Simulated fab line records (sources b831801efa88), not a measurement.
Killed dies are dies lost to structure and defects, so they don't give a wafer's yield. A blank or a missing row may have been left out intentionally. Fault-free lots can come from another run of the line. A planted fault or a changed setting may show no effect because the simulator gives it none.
Comparing a struck lot with a sound one    flow gf180mcu    17 steps out of a route of 602
Sound: these wafers, L662.1, L662.3, L662.5. Struck: wafers L673.3, L673.4. (L673.5 of the same lot was not struck and is left out.) The cause comes at the end.
For every step that has rows: the tool of each side, followed by ch and its chambers, followed by its first start. Under that, the readings that differ: sound wafers    struck wafers    difference of the means    sigmas: that difference in standard deviations of wafers without a fault.
alike: a reading whose means differ by less than 2 such deviations, as well as words and numbers matching on both sides. not compared: withheld readings; readings where some wafer has no value; bounds like >300 that might hide an equal value; numbers whose values overlap and for which the record gives no deviation.
A row with sigmas, a row that says differs or no value, or rows on one side alone: a step with any of these is where the two part. Numbers that have no deviation but don't overlap get no sigmas and don't part them. A reading that every wafer of one side lacks parts them only if that side has two wafers or more.

first, 1 step without rows for these wafers: GF_STI_DEVELOP_11 (develop time 60 s).
GF_STI_CD_MEAS_12: target cd 220 nm.
  struck on cd sem-01, day 5 01:38; sound on cd sem-02, day 2 16:04
reading     sound              struck       difference  sigmas
cd nm (nm)  222.2 222.8 222.4  220.5 219.9  -2.3        -2
GF_STI_ETCH_13: etches the open film in CHF3/O2, stops on Si, target depth 282.31 nm, time 112.9 s.
  sound on rie diel-03 ch 0,2, day 2 16:11; struck on rie diel-01 ch 1,3, day 5 01:43
  alike: drypump motor current A, oes product au, throttle valve pct
  not compared: rf hours counter h
GF_STI_ETCH_14: etches Si in HBr/Cl2/O2, target depth 360 nm, time 102.9 s.
  sound on rie si-02 ch 2,3, day 2 16:16; struck on rie si-02 ch 0,3, day 5 01:48
  alike: drypump motor current A, oes product au, throttle valve pct
  not compared: rf hours counter h
GF_STI_STRIP_15: strips in O2/N2.
  sound on plasma asher-01 ch 0,1, day 2 16:20; struck on plasma asher-02 ch 0,1, day 5 01:55
reading             sound        struck   difference  sigmas
heater power w (W)  324 271 279  346 335  +49         +2
  alike: drypump motor current A, oes product au, strip time to endpoint s
  not compared: rf hours counter h
then, 6 steps without rows for these wafers: GF_STI_CLEAN_16 (cleans in dHF, time 25 s); GF_STI_WET_ETCH_17 (etches Si3N4 in H3PO4, target depth 45 nm, time 514 s); GF_STI_CLEAN_18 (cleans in SC1/SC2, time 150 s); GF_STI_CLEAN_19 (cleans in dHF, time 20 s); GF_STI_WET_ETCH_20 (etches SiO2 in dHF, target depth 20 nm, time 400 s); GF_STI_OXIDATION_21 (stabilise 600 s, purge 300 s, target thk 15 nm).
GF_STI_THK_MEAS_22:
  struck on film metro-01, day 5 03:30; sound on film metro-02, day 2 20:02
  alike: STI_OXIDATION_01_THK
GF_STI_CVD_23: deposits SiO2, target thk 650 nm, time 108.3 s.
  sound on hdpcvd-02 ch 0,1,2, day 2 20:06; struck on hdpcvd-01 ch 0, day 5 03:32
reading                               sound              struck       difference  sigmas
model.SiO2_of_STI_CVD_23.thk nm (nm)  653.1 652.3 655.2  566.8 570.7  -84.8       
  alike: sih4 flow sccm, susceptor temp C
GF_STI_THK_MEAS_24:
  struck on film metro-04, day 5 03:38; sound on film metro-04, day 2 20:10
reading              sound        struck   difference  sigmas
STI_CVD_23_THK (nm)  653 652 655  567 571  -84         -11
GF_STI_CMP_25: polishes, stops on Si3N4, t overpolish 33 s, target thk 524.6 nm.
  sound on cmp-01 ch 0,2,3, day 2 20:14; struck on cmp-02 ch 1,2, day 5 03:41
reading                 sound           struck     difference  sigmas
motor current A (A)     10.5 10.3 10.9  12.8 12.7  +2.2        +2
time to endpoint s (s)  129 126 130     104 111    -21         -4
  alike: slurry filter dp kPa
then, 1 step without rows for these wafers: GF_STI_WET_ETCH_26 (etches SiO2 in dHF, target depth 94 nm, time 188 s).
-- the record jumps here: 28 days lie between the struck wafers' starts before and after (it left off in module STI and takes up again in module PASSIVATION, whose first step shown is number 602 of the route) --
GF_PASSIVATION_PROBE_99:
  rows exist in the record for the struck wafers here (prober-01, day 33 00:58), but not for the sound ones

== WHERE THEY PART ==
Earliest at GF_STI_CD_MEAS_12; latest, in this record, at GF_PASSIVATION_PROBE_99.

WHY: whatever the simulator had introduced
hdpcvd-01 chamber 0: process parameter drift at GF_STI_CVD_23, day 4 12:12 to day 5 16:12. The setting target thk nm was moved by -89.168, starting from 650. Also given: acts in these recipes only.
